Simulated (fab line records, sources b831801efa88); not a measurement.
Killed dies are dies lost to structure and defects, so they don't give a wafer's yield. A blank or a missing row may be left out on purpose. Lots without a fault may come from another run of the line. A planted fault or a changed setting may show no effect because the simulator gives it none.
fab line records | flow gf180mcu
record lots=5 wafers=15 last_day=34
route steps=602 shown M3@410 V3@429
lots that met no fault: from a run of the same line without faults
start_h: hours from the record's first day to the start of the lot's first wafer shown | wait_h: hours since the lot's step before | " the same as in the row above | L1.1+2: a row that stands for several wafers | - no value, or no start given | * or withheld: withheld | < > ~ a bound
route shown NAME@n: a module of which the file shows steps, and the number in the route of the first | usual: mean/standard deviation of fault-free wafers | same: alike in all rows | chamber/n: place in a boat | sites: the reading at each site | _std_site: their standard deviation | _edge_site: outer sites' mean less inner sites' | radius_mm: how far each site lies from the wafer's centre | mask NAME#n: copy n | behind: the tool/chamber that last shaped the wafer | hold: why the lot was held/for how many hours/how that ended | device: the transistor (n, p or np) that didn't switch | end of line: the same wafers' tests at the end of the route | a step without rows: its recipe alone | killed: dies lost to structure and defects at the first sort, not the wafer's yield | map: a wafer's dies, x killed, . not, _ none there
set.NAME: the setting as run; set.NAME@STEP: as run at that earlier step | model.NAME: the simulator's own value behind a step, which no gauge read
lots at some steps of the route; a table a step, a row a wafer
services: from which hour (start_h, from the record's first day; less than 0 if before it) a tool's chamber was out of use, for how many hours, and why
## steps
# step GF_M3_SPUTTER_01
# recipe material=TiN target_thk_nm=30 power_w=6500 time_s=25 chamber_pressure_pa=0.4
# usual cathode_dc_power_W=6500.2/1.1 throttle_valve_pct=30.3/0.68
# columns lot.wafer tool chamber start_h wait_h cathode_dc_power_W throttle_valve_pct
L086.2 pvd_sputter-04 - 564.08 0.1 6498.7 30.1
L086.3 " - " " 6501.8 30.4
L086.5 " - " " 6500.3 30.7
L089.1 pvd_sputter-04 - 604.71 0.1 6501.2 30.9
L089.2 " - " " 6501.5 29.8
L089.5 " - " " 6500.5 30.6
L090.1 pvd_sputter-03 - 606.28 0.1 6501.7 30.3
L090.2 " - " " 6498.8 31.0
L090.4 " - " " 6498.8 29.4
L094.4 pvd_sputter-01 - 629.64 0.1 6497.8 30.2
L094.5 " - " " 6500.4 32.2
L094.6 " - " " 6501.5 29.2
L096.4 pvd_sputter-04 - 647.09 0.1 6498.3 30.1
L096.5 " - " " 6501.5 30.2
L096.6 " - " " 6501.6 30.5
# step GF_M3_SPUTTER_02
# recipe material=AlCu target_thk_nm=450 power_w=10600 time_s=23.9 chamber_pressure_pa=0.4
# usual cathode_dc_power_W=10600/1.9 throttle_valve_pct=30.3/0.65
# columns lot.wafer tool chamber start_h wait_h cathode_dc_power_W throttle_valve_pct
L086.2 pvd_sputter-04 - 564.11 0.0 10598 29.7
L086.3 " - " " 10596 30.2
L086.5 " - " " 10601 30.4
L089.1 pvd_sputter-04 - 604.74 0.0 10596 30.7
L089.2 " - " " 10601 30.1
L089.5 " - " " 10600 30.3
L090.1 pvd_sputter-03 - 606.31 0.0 10597 30.0
L090.2 " - " " 10601 30.8
L090.4 " - " " 10598 29.5
L094.4 pvd_sputter-01 - 629.67 0.0 10602 30.2
L094.5 " - " " 10599 32.2
L094.6 " - " " 10600 29.2
L096.4 pvd_sputter-04 - 647.12 0.0 10600 30.1
L096.5 " - " " 10601 30.1
L096.6 " - " " 10602 30.8
# step GF_M3_SPUTTER_03
# recipe material=Ti target_thk_nm=10 substrate_temp_c=300 chamber_pressure_pa=0.3 power_w=3000 time_s=6.7
# usual cathode_dc_power_W=3000.0/0.62 substrate_temp_c=300.00/0.21 throttle_valve_pct=30.3/0.67
# columns lot.wafer tool chamber start_h wait_h cathode_dc_power_W substrate_temp_c throttle_valve_pct
L086.2 pvd_sputter-04 - 564.14 0.0 3000.2 300.11 30.0
L086.3 " - " " 3000.9 299.84 30.7
L086.5 " - " " 3000.0 300.11 30.4
L089.1 pvd_sputter-04 - 604.77 0.0 3000.3 299.91 31.0
L089.2 " - " " 3001.3 299.87 29.9
L089.5 " - " " 3000.3 300.35 30.5
L090.1 pvd_sputter-03 - 606.34 0.0 2999.3 299.95 30.3
L090.2 " - " " 2999.0 299.65 30.7
L090.4 " - " " 2999.7 299.87 29.2
L094.4 pvd_sputter-01 - 629.70 0.0 3000.9 300.45 30.5
L094.5 " - " " 2999.2 300.47 32.5
L094.6 " - " " 2999.0 299.89 29.2
L096.4 pvd_sputter-04 - 647.15 0.0 3000.1 300.13 29.7
L096.5 " - " " 3000.6 299.78 30.5
L096.6 " - " " 2999.5 300.40 30.7
# step GF_M3_SPUTTER_04
# recipe material=TiN target_thk_nm=50 power_w=6500 time_s=41.7 chamber_pressure_pa=0.4
# usual cathode_dc_power_W=6500.1/1.3 throttle_valve_pct=30.3/0.66
# columns lot.wafer tool chamber start_h wait_h cathode_dc_power_W throttle_valve_pct
L086.2 pvd_sputter-04 - 564.16 0.0 6499.4 29.8
L086.3 " - " " 6501.9 30.2
L086.5 " - " " 6498.1 30.6
L089.1 pvd_sputter-04 - 604.79 0.0 6500.4 30.3
L089.2 " - " " 6497.1 30.0
L089.5 " - " " 6499.9 30.3
L090.1 pvd_sputter-03 - 606.36 0.0 6498.4 30.4
L090.2 " - " " 6501.6 30.8
L090.4 " - " " 6500.5 29.5
L094.4 pvd_sputter-01 - 629.72 0.0 6500.1 30.1
L094.5 " - " " 6500.1 32.2
L094.6 " - " " 6498.4 29.2
L096.4 pvd_sputter-04 - 647.17 0.0 6503.6 29.6
L096.5 " - " " 6501.2 30.3
L096.6 " - " " 6501.4 30.7
# step GF_M3_RS_MEAS_05
# recipe thk_meas_gauge=four-point-probe reads=TiN_of_M3_SPUTTER_04+Ti_of_M3_SPUTTER_03+AlCu_of_M3_SPUTTER_02+TiN_of_M3_SPUTTER_01+Ti_of_M3_SPUTTER_00
# usual M3_ALCU_RS=0.0695/0.00054
# columns lot.wafer tool chamber start_h wait_h M3_ALCU_RS[ohm/sq]
L086.2 film_metro-04 - 564.22 0.0 0.0693
L086.3 " - " " 0.0696
L086.5 " - " " 0.0696
L089.1 film_metro-03 - 604.83 0.0 0.0701
L089.2 " - " " 0.0705
L089.5 " - " " 0.0701
L090.1 film_metro-04 - 606.40 0.0 0.0696
L090.2 " - " " 0.0692
L090.4 " - " " 0.0688
L094.4 film_metro-02 - 629.82 0.1 0.0701
L094.5 " - " " 0.0697
L094.6 " - " " 0.0701
L096.4 film_metro-04 - 647.27 0.1 0.0690
L096.5 " - " " 0.0690
L096.6 " - " " 0.0689
# step GF_M3_THK_MEAS_06
# recipe thk_meas_gauge=xrf reads=AlCu_of_M3_SPUTTER_02
# usual M3_ALCU_THK=442/3.9
# columns lot.wafer tool chamber start_h wait_h M3_ALCU_THK[nm]
L086.2 film_metro-04 - 564.33 0.1 443
L086.3 " - " " 443
L086.5 " - " " 441
L089.1 film_metro-03 - 604.95 0.1 434
L089.2 " - " " 432
L089.5 " - " " 434
L090.1 film_metro-04 - 606.52 0.1 445
L090.2 " - " " 445
L090.4 " - " " 449
L094.4 film_metro-02 - 629.91 0.1 440
L094.5 " - " " 445
L094.6 " - " " 439
L096.4 film_metro-04 - 647.36 0.1 447
L096.5 " - " " 446
L096.6 " - " " 446
# step GF_M3_DEHYDRATE_07
# recipe temp_c=200 time_s=60
# columns lot.wafer tool chamber start_h wait_h
L086.2+3+5 litho_track-04 0 575.30 11.0
L089.1+2+5 litho_track-02 0 614.27 9.3
L090.1+2+4 litho_track-01 0 615.77 9.2
L094.4+5+6 litho_track-01 0 639.65 9.7
L096.4+5+6 litho_track-01 0 655.39 8.0
# step GF_M3_HMDS_08
# recipe prime_time_s=60 prime_temp_c=120
# columns lot.wafer tool chamber start_h wait_h
L086.2+3+5 litho_track-04 0 575.45 0.1
L089.1+2+5 litho_track-02 0 614.42 0.1
L090.1+2+4 litho_track-01 0 615.92 0.1
L094.4+5+6 litho_track-01 0 639.80 0.1
L096.4+5+6 litho_track-01 0 655.54 0.1
# step GF_M3_COAT_09
# recipe resist=KrF spin_rpm=withheld resist_thk_nm=1000
# columns lot.wafer tool chamber start_h wait_h
L086.2+3+5 litho_track-04 0 575.60 0.1
L089.1+2+5 litho_track-02 0 614.57 0.1
L090.1+2+4 litho_track-01 0 616.07 0.1
L094.4+5+6 litho_track-01 0 639.95 0.1
L096.4+5+6 litho_track-01 0 655.69 0.1
# step GF_M3_SOFTBAKE_10
# recipe temp_c=130 time_s=60 resist=KrF
# columns lot.wafer tool chamber start_h wait_h
L086.2+3+5 litho_track-04 0 575.75 0.1
L089.1+2+5 litho_track-02 0 614.72 0.1
L090.1+2+4 litho_track-01 0 616.22 0.1
L094.4+5+6 litho_track-01 0 640.10 0.1
L096.4+5+6 litho_track-01 0 655.84 0.1
# step GF_M3_EXPOSE_11
# recipe mask_id=Metal3 target_cd_nm=280 na=0.68 source_shape=conventional sigma_outer=0.6 dose_mj=28
# columns lot.wafer tool chamber start_h wait_h mask
L086.2+3+5 krf_scanner-02 0 - - Metal3#0
L089.1+2+5 krf_scanner-01 0 - - Metal3#0
L090.1+2+4 krf_scanner-02 0 - - Metal3#0
L094.4+5+6 krf_scanner-01 0 - - Metal3#0
L096.4+5+6 krf_scanner-02 0 - - Metal3#0
# step GF_M3_PEB_12
# recipe peb_temp_c=135 peb_time_s=90 resist=KrF
# columns lot.wafer tool chamber start_h wait_h
L086.2+3+5 litho_track-01 0 - -
L089.1+2+5 litho_track-02 0 - -
L090.1+2+4 litho_track-04 0 - -
L094.4+5+6 litho_track-04 0 - -
L096.4+5+6 litho_track-04 0 - -
# step GF_M3_DEVELOP_13
# recipe develop_time_s=60 dev_temp_c=21
# columns lot.wafer tool chamber start_h wait_h
L086.2+3+5 litho_track-01 0 585.40 0.2
L089.1+2+5 litho_track-02 0 625.32 0.2
L090.1+2+4 litho_track-04 0 627.02 0.2
L094.4+5+6 litho_track-04 0 649.75 0.1
L096.4+5+6 litho_track-04 0 665.15 0.1
# step GF_M3_CD_MEAS_14
# recipe target_cd_nm=280
# usual cd_nm=280.2/1.4
# columns lot.wafer tool chamber start_h wait_h cd_nm
L086.2 cd_sem-02 - 585.54 0.1 278.5
L086.3 " - " " 278.6
L086.5 " - " " 277.7
L089.1 cd_sem-01 - 625.47 0.1 281.3
L089.2 " - " " 281.8
L089.5 " - " " 282.7
L090.1 cd_sem-02 - 627.17 0.1 279.2
L090.2 " - " " 277.8
L090.4 " - " " 279.4
L094.4 cd_sem-02 - 649.88 0.1 281.9
L094.5 " - " " 281.9
L094.6 " - " " 282.5
L096.4 cd_sem-02 - 665.28 0.1 280.2
L096.5 " - " " 279.6
L096.6 " - " " 279.6
# step GF_M3_OVL_MEAS_15
# usual M3_OVL=-2/5
# columns lot.wafer tool chamber start_h wait_h M3_OVL[nm]
L086.2 overlay-02 - 585.65 0.1 -10
L086.3 " - " " -11
L086.5 " - " " -12
L089.1 overlay-02 - 625.59 0.1 2
L089.2 " - " " -2
L089.5 " - " " 4
L090.1 overlay-02 - 627.29 0.1 -6
L090.2 " - " " -1
L090.4 " - " " 0
L094.4 overlay-01 - 649.96 0.1 -2
L094.5 " - " " -9
L094.6 " - " " -5
L096.4 overlay-02 - 665.36 0.1 3
L096.5 " - " " -1
L096.6 " - " " 5
# step GF_M3_METAL_ETCH_16
# recipe chemistry=Cl2/BCl3 mask_material=KrF target_depth_nm=627.5 stop_on=SiO2 pressure_mtorr=8 icp_w=800 bias_w=140 Cl2_flow_sccm=80 bcl3_flow_sccm=40 time_s=104.6
# usual drypump_motor_current_A=5.59/0.19 oes_product_au=0.974/0.0058 throttle_valve_pct=28.247/0.0093
# columns lot.wafer tool chamber start_h wait_h drypump_motor_current_A oes_product_au rf_hours_counter_h throttle_valve_pct
L086.2 rie_metal-01 0 585.68 0.0 5.39 0.977 10 28.252
L086.3 " 1 " " 5.73 0.975 - 28.244
L086.5 " 1 " " 5.74 0.975 - 28.258
L089.1 rie_metal-02 0 625.62 0.0 5.63 0.962 7 28.262
L089.2 " 1 " " 5.65 0.970 3 28.252
L089.5 " 1 " " 5.65 0.976 - 28.265
L090.1 rie_metal-01 0 627.33 0.0 5.40 0.969 11 28.231
L090.2 " 1 " " 5.74 0.974 11 28.237
L090.4 " 1 " " 5.72 0.978 - 28.244
L094.4 rie_metal-02 1 650.01 0.0 5.67 0.971 - 28.264
L094.5 " 0 " " 5.64 0.980 - 28.253
L094.6 " 1 " " 5.66 0.973 - 28.234
L096.4 rie_metal-02 0 665.41 0.0 5.63 0.980 - 28.226
L096.5 " 1 " " 5.64 0.981 - 28.251
L096.6 " 0 " " 5.63 0.981 - 28.230
# step GF_M3_STRIP_17
# recipe chemistry=O2/N2 power_w=1400 pressure_mtorr=1500 platen_temp_c=250 o2_flow_sccm=3000 n2_flow_sccm=300 overash_fraction=0.5
# usual drypump_motor_current_A=6.1/0.46 heater_power_w=335/17 oes_product_au=0.557/0.0045 strip_time_to_endpoint_s=7.86/0.032
# columns lot.wafer tool chamber start_h wait_h drypump_motor_current_A heater_power_w oes_product_au rf_hours_counter_h strip_time_to_endpoint_s
L086.2 plasma_asher-04 0 585.79 0.1 6.3 330 0.555 16 7.91
L086.3 " 0 " " 6.3 328 0.558 - 7.86
L086.5 " 1 " " 6.6 356 0.559 - 7.84
L089.1 plasma_asher-03 1 625.74 0.1 5.5 320 0.553 91 7.86
L089.2 " 0 " " 5.5 316 0.560 91 7.82
L089.5 " 1 " " 5.5 321 0.558 - 7.89
L090.1 plasma_asher-03 0 627.44 0.1 5.5 316 0.554 91 7.86
L090.2 " 1 " " 5.5 321 0.554 91 7.87
L090.4 " 1 " " 5.5 326 0.559 - 7.90
L094.4 plasma_asher-03 1 650.12 0.1 5.5 327 0.554 - 7.89
L094.5 " 1 " " 5.5 320 0.554 - 7.86
L094.6 " 0 " " 5.5 312 0.565 - 7.90
L096.4 plasma_asher-03 1 665.52 0.1 5.5 316 0.567 - 7.91
L096.5 " 0 " " 5.5 316 0.550 - 7.86
L096.6 " 1 " " 5.5 321 0.552 - 7.86
# step GF_M3_STRIP_18
# recipe chemistry=post_etch_residue_remover time_s=1200 temp_c=72.5
# usual bath_heat_duty_pct=14.1/1.2
# columns lot.wafer tool chamber start_h wait_h bath_heat_duty_pct
L086.2 wet_bench-03 0 585.89 0.1 14.5
L086.3 " 0 " " 14.8
L086.5 " 0 " " 15.1
L089.1 wet_bench-04 2 625.84 0.1 15.7
L089.2 " 2 " " 15.6
L089.5 " 2 " " 16.2
L090.1 wet_bench-03 2 627.54 0.1 14.8
L090.2 " 2 " " 15.3
L090.4 " 2 " " 15.5
L094.4 wet_bench-03 0 650.19 0.0 14.7
L094.5 " 0 " " 14.5
L094.6 " 0 " " 14.4
L096.4 wet_bench-03 1 665.59 0.0 12.7
L096.5 " 1 " " 12.8
L096.6 " 1 " " 14.3
# step GF_M3_CLEAN_19
# recipe chemistry=DIW dry=n2_spin
# columns lot.wafer tool chamber start_h wait_h
L086.2+3+5 wet_bench-01 1 586.26 0.0
L089.1+2+5 wet_bench-01 0 626.18 0.0
L090.1+2+4 wet_bench-01 2 627.88 0.0
L094.4+5+6 wet_bench-01 0 650.57 0.0
L096.4+5+6 wet_bench-01 1 665.93 0.0
# step GF_V3_CVD_00
# recipe material=SiO2 target_thk_nm=600 sigma_open_frac=0.3 temp_c=400 time_s=100 sih4_flow_sccm=60 pressure_mtorr=6
# usual sih4_flow_sccm=60.01/0.16
# columns lot.wafer tool chamber start_h wait_h sih4_flow_sccm
L086.2 hdpcvd-01 0 586.35 0.0 59.70
L086.3 " 2 " " 60.18
L086.5 " 2 " " 60.07
L089.1 hdpcvd-02 0 626.29 0.0 59.79
L089.2 " 2 " " 60.01
L089.5 " 0 " " 59.89
L090.1 hdpcvd-01 2 627.99 0.0 60.06
L090.2 " 0 " " 60.02
L090.4 " 0 " " 59.73
L094.4 hdpcvd-02 0 650.70 0.0 60.30
L094.5 " 2 " " 60.07
L094.6 " 1 " " 60.03
L096.4 hdpcvd-02 1 666.07 0.0 59.83
L096.5 " 2 " " 60.04
L096.6 " 0 " " 59.90
# step GF_V3_THK_MEAS_01
# recipe reads=SiO2_of_V3_CVD_00
# usual V3_CVD_00_THK=599/5.6
# columns lot.wafer tool chamber start_h wait_h V3_CVD_00_THK[nm]
L086.2 film_metro-01 - 586.44 0.0 607
L086.3 " - " " 605
L086.5 " - " " 610
L089.1 film_metro-04 - 626.36 0.0 600
L089.2 " - " " 597
L089.5 " - " " 594
L090.1 film_metro-04 - 628.06 0.0 598
L090.2 " - " " 602
L090.4 " - " " 604
L094.4 film_metro-02 - 650.76 0.0 605
L094.5 " - " " 604
L094.6 " - " " 605
L096.4 film_metro-01 - 666.13 0.0 605
L096.5 " - " " 604
L096.6 " - " " 603
# step GF_V3_CVD_02
# recipe material=SiO2 target_thk_nm=850 precursor=TEOS temp_c=400 time_s=94.851 rf_w=600
# usual heater_power_w=689/94
# columns lot.wafer tool chamber start_h wait_h heater_power_w
L086.2 pecvd-04 1 586.49 0.0 636
L086.3 " 2 " " 718
L086.5 " 0 " " 739
L089.1 pecvd-04 2 626.42 0.1 723
L089.2 " 1 " " 532
L089.5 " 2 " " 761
L090.1 pecvd-02 1 628.12 0.1 679
L090.2 " 2 " " 637
L090.4 " 0 " " 862
L094.4 pecvd-02 0 650.83 0.1 881
L094.5 " 2 " " 668
L094.6 " 1 " " 551
L096.4 pecvd-04 0 666.20 0.1 644
L096.5 " 1 " " 660
L096.6 " 2 " " 610
# step GF_V3_THK_MEAS_03
# recipe reads=SiO2_of_V3_CVD_02
# usual V3_CVD_02_THK=850/10
# columns lot.wafer tool chamber start_h wait_h V3_CVD_02_THK[nm]
L086.2 film_metro-02 - 586.56 0.0 850
L086.3 " - " " 850
L086.5 " - " " 853
L089.1 film_metro-02 - 626.49 0.0 845
L089.2 " - " " 844
L089.5 " - " " 856
L090.1 film_metro-01 - 628.19 0.0 858
L090.2 " - " " 851
L090.4 " - " " 859
L094.4 film_metro-02 - 650.89 0.0 853
L094.5 " - " " 841
L094.6 " - " " 854
L096.4 film_metro-02 - 666.26 0.0 845
L096.5 " - " " 850
L096.6 " - " " 852
# step GF_V3_CMP_04
# recipe material=SiO2 down_force_psi=4 platen_rpm=60 pad_velocity_m_s=0.94248
# usual motor_current_A=12.0/1.1 platen_rpm=60.00/0.045 time_to_endpoint_s=81/4.4
# columns lot.wafer tool chamber start_h wait_h motor_current_A platen_rpm time_to_endpoint_s
L086.3 cmp-02 3 586.84 0.3 13.3 59.97 77
L086.2 " 0 " " 13.6 60.00 79
L086.5 " 0 " " 13.4 59.94 85
L089.2 cmp-02 0 626.60 0.1 13.0 59.98 75
L089.1 " 1 " " 13.2 59.93 79
L089.5 " 3 " " 13.8 60.05 82
L090.4 cmp-02 3 628.30 0.1 12.8 59.90 79
L090.2 " 0 " " 13.4 59.96 80
L090.1 " 1 " " 12.0 60.01 83
L094.4 cmp-01 2 651.03 0.1 12.5 59.99 83
L094.5 " 1 " " 12.3 59.98 81
L094.6 " 2 " " 12.7 59.93 83
L096.4 cmp-02 0 666.44 0.2 13.4 59.98 80
L096.6 " 1 " " 12.4 60.02 84
L096.5 " 2 " " 11.1 59.96 81
# step GF_V3_BOW_MEAS_05
# recipe mode=bow
# usual V3_BOW=115/8.9
# columns lot.wafer tool chamber start_h wait_h V3_BOW[um]
L086.2 film_metro-01 - 587.16 0.2 123
L086.3 " - " " 119
L086.5 " - " " 113
L089.1 film_metro-04 - 626.85 0.1 99
L089.2 " - " " 96
L089.5 " - " " 101
L090.1 film_metro-02 - 628.55 0.1 113
L090.2 " - " " 115
L090.4 " - " " 100
L094.4 film_metro-01 - 651.41 0.3 119
L094.5 " - " " 113
L094.6 " - " " 108
L096.4 film_metro-02 - 666.65 0.2 130
L096.5 " - " " 120
L096.6 " - " " 112
# step GF_V3_DEHYDRATE_06
# recipe temp_c=200 time_s=60
# columns lot.wafer tool chamber start_h wait_h
L086.2+3+5 litho_track-01 0 598.10 10.9
L089.1+2+5 litho_track-01 0 636.52 9.7
L090.1+2+4 litho_track-04 0 637.52 8.9
L094.4+5+6 litho_track-04 0 660.70 9.3
L096.4+5+6 litho_track-03 0 674.66 8.0
# step GF_V3_HMDS_07
# recipe prime_time_s=60 prime_temp_c=120
# columns lot.wafer tool chamber start_h wait_h
L086.2+3+5 litho_track-01 0 598.25 0.1
L089.1+2+5 litho_track-01 0 636.67 0.1
L090.1+2+4 litho_track-04 0 637.67 0.1
L094.4+5+6 litho_track-04 0 660.85 0.1
L096.4+5+6 litho_track-03 0 674.81 0.1
# step GF_V3_COAT_08
# recipe resist=BARC temp_c=withheld time_s=withheld spin_rpm=withheld resist_thk_nm=withheld
# columns lot.wafer tool chamber start_h wait_h
L086.2+3+5 litho_track-01 0 598.40 0.1
L089.1+2+5 litho_track-01 0 636.82 0.1
L090.1+2+4 litho_track-04 0 637.82 0.1
L094.4+5+6 litho_track-04 0 661.00 0.1
L096.4+5+6 litho_track-03 0 674.96 0.1
# step GF_V3_COAT_09
# recipe resist=KrF spin_rpm=withheld resist_thk_nm=1000
# columns lot.wafer tool chamber start_h wait_h
L086.2+3+5 litho_track-01 0 - -
L089.1+2+5 litho_track-01 0 - -
L090.1+2+4 litho_track-04 0 - -
L094.4+5+6 litho_track-04 0 - -
L096.4+5+6 litho_track-03 0 - -
# step GF_V3_SOFTBAKE_10
# recipe temp_c=130 time_s=57.84 resist=KrF
# columns lot.wafer tool chamber start_h wait_h
L086.2+3+5 litho_track-01 0 - -
L089.1+2+5 litho_track-01 0 - -
L090.1+2+4 litho_track-04 0 - -
L094.4+5+6 litho_track-04 0 - -
L096.4+5+6 litho_track-03 0 - -
# step GF_V3_EXPOSE_11
# recipe mask_id=Via3 target_cd_nm=260 na=0.68 source_shape=conventional sigma_outer=0.6 dose_mj=38
# columns lot.wafer tool chamber start_h wait_h mask
L086.2+3+5 krf_scanner-02 0 - - Via3#0
L089.1+2+5 krf_scanner-02 0 - - Via3#0
L090.1+2+4 krf_scanner-01 0 - - Via3#0
L094.4+5+6 krf_scanner-02 0 - - Via3#0
L096.4+5+6 krf_scanner-02 0 - - Via3#0
# step GF_V3_PEB_12
# recipe peb_temp_c=135 peb_time_s=90 resist=KrF
# columns lot.wafer tool chamber start_h wait_h
L086.2+3+5 litho_track-04 0 - -
L089.1+2+5 litho_track-03 0 - -
L090.1+2+4 litho_track-04 0 - -
L094.4+5+6 litho_track-01 0 - -
L096.4+5+6 litho_track-01 0 - -
# step GF_V3_DEVELOP_13
# recipe develop_time_s=60 resist=KrF dev_temp_c=21
# columns lot.wafer tool chamber start_h wait_h
L086.2+3+5 litho_track-04 0 608.85 0.2
L089.1+2+5 litho_track-03 0 647.28 0.2
L090.1+2+4 litho_track-04 0 648.37 0.2
L094.4+5+6 litho_track-01 0 671.04 0.1
L096.4+5+6 litho_track-01 0 685.34 0.1
# step GF_V3_CD_MEAS_14
# recipe target_cd_nm=260
# usual cd_nm=259.7/1
# columns lot.wafer tool chamber start_h wait_h cd_nm
L086.2 cd_sem-02 - 608.99 0.1 259.3
L086.3 " - " " 259.7
L086.5 " - " " 260.8
L089.1 cd_sem-01 - 647.44 0.1 261.2
L089.2 " - " " 261.1
L089.5 " - " " 261.4
L090.1 cd_sem-01 - 648.52 0.1 260.5
L090.2 " - " " 260.0
L090.4 " - " " 260.4
L094.4 cd_sem-01 - 671.18 0.1 257.6
L094.5 " - " " 259.4
L094.6 " - " " 258.5
L096.4 cd_sem-01 - 685.48 0.1 260.7
L096.5 " - " " 260.6
L096.6 " - " " 259.7
# step GF_V3_OVL_MEAS_15
# usual V3_OVL=0/4.6
# columns lot.wafer tool chamber start_h wait_h V3_OVL[nm]
L086.2 overlay-02 - 609.10 0.1 -5
L086.3 " - " " -8
L086.5 " - " " -10
L089.1 overlay-01 - 647.56 0.1 -1
L089.2 " - " " -1
L089.5 " - " " -5
L090.1 overlay-01 - 648.64 0.1 -1
L090.2 " - " " 1
L090.4 " - " " 2
L094.4 overlay-02 - 671.26 0.1 1
L094.5 " - " " 1
L094.6 " - " " 2
L096.4 overlay-01 - 685.56 0.1 4
L096.5 " - " " -1
L096.6 " - " " -4
# step GF_V3_ETCH_16
# recipe chemistry=N2/H2 target_depth_a=withheld overetch_a=withheld time_s=withheld target=BARC ion_energy_ev=200 source_w=500 bias_w=100 pressure_mtorr=30 n2_flow_sccm=100 h2_flow_sccm=200
# usual drypump_motor_current_A=5.5/0.41 oes_product_au=0.854/0.0045 throttle_valve_pct=13.225/0.009
# columns lot.wafer tool chamber start_h wait_h drypump_motor_current_A oes_product_au throttle_valve_pct
L086.2 rie_diel-03 3 609.13 0.0 5.5 0.852 13.215
L086.3 " 2 " " 5.4 0.857 13.241
L086.5 " 1 " " 5.7 0.852 13.214
L089.1 rie_diel-04 3 647.59 0.0 5.6 0.859 13.241
L089.2 " 2 " " 5.3 0.861 13.236
L089.5 " 1 " " 5.4 0.851 13.233
L090.1 rie_diel-02 1 648.68 0.0 5.4 0.855 13.221
L090.2 " 2 " " 6.6 0.849 13.219
L090.4 " 3 " " 5.9 0.843 13.219
L094.4 rie_diel-02 2 671.28 0.0 6.6 0.845 13.212
L094.5 " 1 " " 5.4 0.852 13.236
L094.6 " 0 " " 6.0 0.855 13.225
L096.4 rie_diel-02 1 685.58 0.0 5.4 0.858 13.222
L096.5 " 0 " " 6.1 0.850 13.218
L096.6 " 1 " " 5.4 0.849 13.210
# step GF_V3_ETCH_17
# recipe chemistry=C4F8/O2/Ar mask_material=KrF target=SiO2 stop_on=TiN source_w=1500 bias_w=1200 pressure_mtorr=40 c4f8_flow_sccm=withheld O2_flow_sccm=6 Ar_flow_sccm=300 time_s=withheld target_depth_a=6350
# usual oes_product_au=0.856/0.0047
# columns lot.wafer tool chamber start_h wait_h oes_product_au
L086.2 rie_diel-03 3 - - 0.855
L086.3 " 2 " " 0.857
L086.5 " 1 " " 0.860
L089.1 rie_diel-04 3 - - 0.852
L089.2 " 2 " " 0.860
L089.5 " 1 " " 0.858
L090.1 rie_diel-02 1 - - 0.851
L090.2 " 2 " " 0.851
L090.4 " 3 " " 0.858
L094.4 rie_diel-02 2 - - 0.860
L094.5 " 1 " " 0.855
L094.6 " 0 " " 0.856
L096.4 rie_diel-02 1 - - 0.854
L096.5 " 0 " " 0.859
L096.6 " 1 " " 0.856
# step GF_V3_STRIP_18
# recipe chemistry=O2/N2 power_w=1400 pressure_mtorr=1500 platen_temp_c=250 o2_flow_sccm=3000 n2_flow_sccm=300 overash_fraction=0.5
# usual drypump_motor_current_A=6.2/0.35 heater_power_w=359/28 oes_product_au=0.593/0.0048
# columns lot.wafer tool chamber start_h wait_h drypump_motor_current_A heater_power_w oes_product_au rf_hours_counter_h
L086.2 plasma_asher-04 0 609.26 - 6.3 336 0.596 19
L086.3 " 0 " " 6.3 338 0.591 -
L086.5 " 1 " " 6.6 366 0.586 -
L089.1 plasma_asher-04 1 647.72 - 6.6 371 0.599 23
L089.2 " 0 " " 6.3 333 0.593 23
L089.5 " 1 " " 6.6 367 0.583 -
L090.1 plasma_asher-04 0 648.81 - 6.3 332 0.593 23
L090.2 " 1 " " 6.6 372 0.595 23
L090.4 " 0 " " 6.3 327 0.585 -
L094.4 plasma_asher-01 1 671.44 - 6.2 333 0.583 -
L094.5 " 1 " " 6.2 336 0.596 -
L094.6 " 0 " " 6.6 348 0.589 -
L096.4 plasma_asher-04 1 685.74 - 6.6 373 0.587 -
L096.5 " 1 " " 6.6 364 0.598 -
L096.6 " 0 " " 6.3 336 0.595 -
# step GF_V3_STRIP_19
# recipe chemistry=post_etch_residue_remover time_s=1200 temp_c=72.5
# usual bath_heat_duty_pct=14.2/1.3
# columns lot.wafer tool chamber start_h wait_h bath_heat_duty_pct
L086.2 wet_bench-03 0 609.36 0.1 16.1
L086.3 " 0 " " 14.1
L086.5 " 0 " " 15.5
L089.1 wet_bench-03 1 647.82 0.1 13.7
L089.2 " 1 " " 13.6
L089.5 " 1 " " 13.2
L090.1 wet_bench-03 2 648.91 0.1 14.7
L090.2 " 2 " " 14.0
L090.4 " 2 " " 14.3
L094.4 wet_bench-03 0 671.50 0.0 14.9
L094.5 " 0 " " 14.7
L094.6 " 0 " " 16.2
L096.4 wet_bench-01 1 685.80 0.0 13.7
L096.5 " 1 " " 14.0
L096.6 " 1 " " 14.6
# step GF_V3_CLEAN_20
# recipe chemistry=DIW dry=n2_spin
# columns lot.wafer tool chamber start_h wait_h
L086.2+3+5 wet_bench-03 1 609.70 0.0
L089.1+2+5 wet_bench-03 2 648.16 0.0
L090.1+2+4 wet_bench-01 1 649.25 0.0
L094.4+5+6 wet_bench-03 0 671.85 0.0
L096.4+5+6 wet_bench-02 3 686.15 0.0
## services
# columns tool chamber start_h hours kind
pvd_sputter-01 - 543.70 4.9 repair
krf_scanner-02 - 544.48 1.0 pm
hdpcvd-01 2 556.58 10.9 repair
rie_diel-04 0 557.96 1.7 repair
rie_diel-02 1 560.52 19.2 repair
krf_scanner-02 - 562.14 1.3 pm
rie_diel-03 - 572.67 0.4 repair
rie_diel-03 - 573.09 14.6 pm
pvd_sputter-01 - 581.14 27.6 repair
krf_scanner-01 - 604.56 1.3 pm
krf_scanner-01 - 610.97 1.0 pm
rie_metal-02 0 617.63 1.5 repair
cmp-02 - 638.21 11.7 pm
krf_scanner-01 - 639.30 0.9 repair
krf_scanner-02 - 644.07 0.9 repair
pvd_sputter-01 - 644.27 8.1 repair
krf_scanner-01 - 649.58 0.8 pm
hdpcvd-02 - 652.06 0.8 pm
krf_scanner-01 - 654.18 0.9 repair
pecvd-04 - 658.23 1.1 repair
krf_scanner-02 - 659.82 0.8 pm
krf_scanner-02 - 665.51 0.8 pm
pvd_sputter-04 - 678.48 3.4 repair
cmp-02 - 678.92 0.3 repair
## key
fault none
